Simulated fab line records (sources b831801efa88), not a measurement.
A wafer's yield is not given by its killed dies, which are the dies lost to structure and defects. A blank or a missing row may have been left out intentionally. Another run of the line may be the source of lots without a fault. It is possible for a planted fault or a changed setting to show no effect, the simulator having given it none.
Which tool was responsible? / flow gf180mcu / Sampling: 14 lots, 39 wafers, 2 of 602 route steps

WHAT EACH GAUGE READ, for each wafer
GF_CONTACT_CD_MEAS_14: the cd target is 220 nm.
lot=L111; measured=day 15 22:49; on=cd sem-01; cd nm (nm)=220.2 221.9 221.3
lot=L113; measured=day 16 19:41; on=cd sem-02; cd nm (nm)=217.9 218.9 220.3
lot=L114; measured=day 17 08:14; on=cd sem-01; cd nm (nm)=218.5 219.0 219.9
lot=L117; measured=day 18 08:21; on=cd sem-01; cd nm (nm)=221.8 220.9 221.8
lot=L118; measured=day 19 00:20; on=cd sem-01; cd nm (nm)=220.5 221.2 222.3
lot=L119; measured=day 19 03:17; on=cd sem-02; cd nm (nm)=221.6 223.0 221.0
lot=L122; measured=day 20 08:53; on=cd sem-02; cd nm (nm)=218.3 219.0
lot=L123; measured=day 20 17:37; on=cd sem-02; cd nm (nm)=217.1
lot=L125; measured=day 21 10:43; on=cd sem-01; cd nm (nm)=220.1 219.3 220.8
lot=L130; measured=day 23 08:08; on=cd sem-01; cd nm (nm)=219.3 220.5 221.1
lot=L131; measured=day 23 09:28; on=cd sem-02; cd nm (nm)=220.0 220.2 219.9
lot=L132; measured=day 23 14:49; on=cd sem-01; cd nm (nm)=221.4 220.5 220.6
lot=L133; measured=day 24 03:17; on=cd sem-02; cd nm (nm)=219.7 220.5 217.8
lot=L134; measured=day 24 10:00; on=cd sem-02; cd nm (nm)=219.2 219.2 215.5

WHICH TOOL RAN EACH LOT (tool, then ch and the chambers of the sampled wafers, then the start)
lot=L111; GF_SALICIDE_WET_ETCH_01=wet bench-01 ch 0, day 15 02:00
lot=L113; GF_SALICIDE_WET_ETCH_01=wet bench-01 ch 1, day 15 20:45
lot=L114; GF_SALICIDE_WET_ETCH_01=wet bench-02 ch 0, day 16 07:56
lot=L117; GF_SALICIDE_WET_ETCH_01=wet bench-02 ch 3, day 17 07:43
lot=L118; GF_SALICIDE_WET_ETCH_01=wet bench-04 ch 0, day 17 22:26
lot=L119; GF_SALICIDE_WET_ETCH_01=wet bench-01 ch 2, day 18 02:16
lot=L122; GF_SALICIDE_WET_ETCH_01=wet bench-02 ch 3, day 19 07:24
lot=L123; GF_SALICIDE_WET_ETCH_01=wet bench-02 ch 3, day 19 16:07
lot=L125; GF_SALICIDE_WET_ETCH_01=wet bench-04 ch 0, day 20 09:36
lot=L130; GF_SALICIDE_WET_ETCH_01=wet bench-02 ch 1, day 22 07:36
lot=L131; GF_SALICIDE_WET_ETCH_01=wet bench-01 ch 0, day 22 07:54
lot=L132; GF_SALICIDE_WET_ETCH_01=wet bench-01 ch 2, day 22 15:11
lot=L133; GF_SALICIDE_WET_ETCH_01=wet bench-01 ch 2, day 23 03:34
lot=L134; GF_SALICIDE_WET_ETCH_01=wet bench-04 ch 0, day 23 10:20
- GF_SALICIDE_WET_ETCH_01: etches SiO2 in dHF, target depth 5 nm, time 100 s.

WHAT THE TOOLS THEMSELVES READ (means of the sampled wafers that have a number; where no wafer has one, the mark that the record gives instead)
GF_SALICIDE_WET_ETCH_01.
lot=L111; tool=wet bench-01; run length s (s)=127; temp c (C)=24.95
lot=L113; tool=wet bench-01; run length s (s)=134; temp c (C)=25.07
lot=L114; tool=wet bench-02; run length s (s)=127; temp c (C)=25.04
lot=L117; tool=wet bench-02; run length s (s)=127; temp c (C)=24.99
lot=L118; tool=wet bench-04; run length s (s)=125; temp c (C)=24.93
lot=L119; tool=wet bench-01; run length s (s)=126; temp c (C)=25.09
lot=L122; tool=wet bench-02; run length s (s)=143; temp c (C)=25.06
lot=L123; tool=wet bench-02; run length s (s)=143; temp c (C)=24.93
lot=L125; tool=wet bench-04; run length s (s)=132; temp c (C)=25.01
lot=L130; tool=wet bench-02; run length s (s)=136; temp c (C)=25.05
lot=L131; tool=wet bench-01; run length s (s)=126; temp c (C)=25.06
lot=L132; tool=wet bench-01; run length s (s)=133; temp c (C)=25.06
lot=L133; tool=wet bench-01; run length s (s)=124; temp c (C)=25.19
lot=L134; tool=wet bench-04; run length s (s)=126; temp c (C)=25.00

THE ANSWER, worked out from the rows above alone
Rule: usual is defined by the lots themselves. Put in order of their means at a reading, lots are off if they are a third of the lots or fewer, leave a main group of 4 or more, and stand apart from it by a gap of 3 or more times the standard deviation of the main group's means; of several such gaps the widest counts. Not used: any main group whose means are identical at the precision the tables above print for the reading. A lot without any number at a reading at which 4 lots or more have one is off too. The other lots that the step has rows for count as sound. First the gauges in route order, then the tools' own readings, where a lot's mean is used as printed above. At the first step where some lot is off, the reading lying furthest off is the one used; lots without a number count as furthest.
None of the lots is off at any reading shown; this tells nothing.

WHAT THE SIMULATOR HAD PUT IN
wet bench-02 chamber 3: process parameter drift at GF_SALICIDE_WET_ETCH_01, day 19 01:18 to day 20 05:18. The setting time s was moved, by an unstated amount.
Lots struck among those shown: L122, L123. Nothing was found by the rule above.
